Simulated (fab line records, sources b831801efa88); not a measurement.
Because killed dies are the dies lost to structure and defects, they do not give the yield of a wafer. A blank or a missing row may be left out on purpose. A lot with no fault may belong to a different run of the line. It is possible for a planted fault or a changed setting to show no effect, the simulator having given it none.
2 desks looking at one fault | flow sky130 | only its own numbers are on each desk; what lay behind them is given at the end

## METROLOGY DESK
What the gauges read, lot by lot, whatever tool the lot ran on: means of the sampled wafers that have a number. Any lot whose mean is over 4 standard deviations away from the usual mean is out of limits and marked OUT; that distance is given in the brackets.
Columns: A = VIA4_OVL at SKY_VIA4_OVL_MEAS_11, usual 0.3 nm
lot  | first seen here | A
L486 | day 43 04:17    | -2.1
L490 | day 44 13:25    | 1.5
L491 | day 44 15:53    | -1.2
L492 | day 45 07:27    | 1.2
L493 | day 45 09:11    | 0.8
L496 | day 46 10:14    | -1.0
L500 | day 46 23:47    | 1.0
L503 | day 47 07:29    | 0.5
L505 | day 47 23:32    | 0.7
L506 | day 48 05:32    | 0.9
L509 | day 48 22:04    | 1.4
Finding of this desk: none of the 11 lots has anything out of limits.

## THE TOOL OWNER'S DESK: pvd sputter-02
The tool's own readings at SKY_METAL4_SPUTTER_02 (material AlCu, target thk 735 nm, time 39.1 s): means of the sampled wafers that have a number, for each lot that ran on this tool. Any lot whose mean is over 4 standard deviations away from the usual mean is out of limits and marked OUT; that distance is given in the brackets.
Columns: A = throttle valve pct at SKY_METAL4_SPUTTER_02, usual 30.1 %
lot  | first seen here | A
L486 | day 40 03:06    | 30.1
L496 | day 43 15:00    | 29.8
L500 | day 44 05:47    | 29.9
L503 | day 44 13:55    | 30.1
L505 | day 45 07:31    | 29.9
Finding of this desk: none of the 5 lots has anything out of limits.

## BROUGHT TOGETHER
The metrology desk saw nothing out of limits.
The tool owner's desk saw nothing out of limits.

## WHAT THE SIMULATOR HAD INSERTED
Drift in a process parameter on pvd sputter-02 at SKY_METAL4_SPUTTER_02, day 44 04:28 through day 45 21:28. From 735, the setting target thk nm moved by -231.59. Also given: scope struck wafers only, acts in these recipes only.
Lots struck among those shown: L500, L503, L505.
